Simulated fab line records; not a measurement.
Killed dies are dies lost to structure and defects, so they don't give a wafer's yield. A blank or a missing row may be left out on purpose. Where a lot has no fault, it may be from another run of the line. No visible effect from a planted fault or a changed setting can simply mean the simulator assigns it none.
A single fault, viewed from 2 desks ; flow gf180mcu ; each desk holds nothing but its own numbers, with what lay behind them at the end

## AT THE TOOL OWNER'S DESK: cvd w-01
The tool's own readings at GF_V2_CVD_23 (deposits W, target thk 350 nm, time 104.94 s): means of the sampled wafers that have a number, for each lot that ran on this tool. Any lot whose mean is over 4 standard deviations away from the usual mean is out of limits and marked OUT; that distance is given in the brackets.
Columns: A = heater power w at GF_V2_CVD_23, usual 818 W
lot;first seen here;A
L641;day 20 00:32;850
L647;day 23 00:26;839
L649;day 23 09:01;863
L650;day 23 14:40;833
L653;day 24 16:34;845
L663;day 27 15:04;838
Result from this desk: across the 6 lots, nothing is out of limits.

## THE METROLOGY DESK
Means of the sampled wafers that have a number, per lot and without regard to the tool the lot ran on: this is what the gauges read. Any lot whose mean is over 4 standard deviations away from the usual mean is out of limits and marked OUT; that distance is given in the brackets.
Columns: A = V5_W_RS at GF_V5_RS_MEAS_24, usual 0.327 ohm/sq; B = V5_W_THK at GF_V5_THK_MEAS_25, usual 355 nm
lot;first seen here;A;B
L641;day 26 23:46;0.334;350
L642;day 27 18:50;0.329;345
L644;day 28 11:18;0.324;350
L645;day 28 16:49;0.322;365
L647;day 29 12:27;0.329;365
L646;day 29 14:03;0.325;367
L648;day 29 15:11;0.327;365
L649;day 29 20:33;0.328;350
L650;day 29 23:46;0.327;347
L651;day 30 02:16;0.326;364
L652;day 30 14:52;0.330;347
L653;day 30 21:15;0.332;359
L663;day 33 05:53;0.333;342
Result from this desk: across the 13 lots, nothing is out of limits.

## ALL TOGETHER
Nothing out of limits was seen by the tool owner's desk.
Metrology desk: nothing out of limits seen.

## WHAT HAD BEEN PUT IN BY THE SIMULATOR
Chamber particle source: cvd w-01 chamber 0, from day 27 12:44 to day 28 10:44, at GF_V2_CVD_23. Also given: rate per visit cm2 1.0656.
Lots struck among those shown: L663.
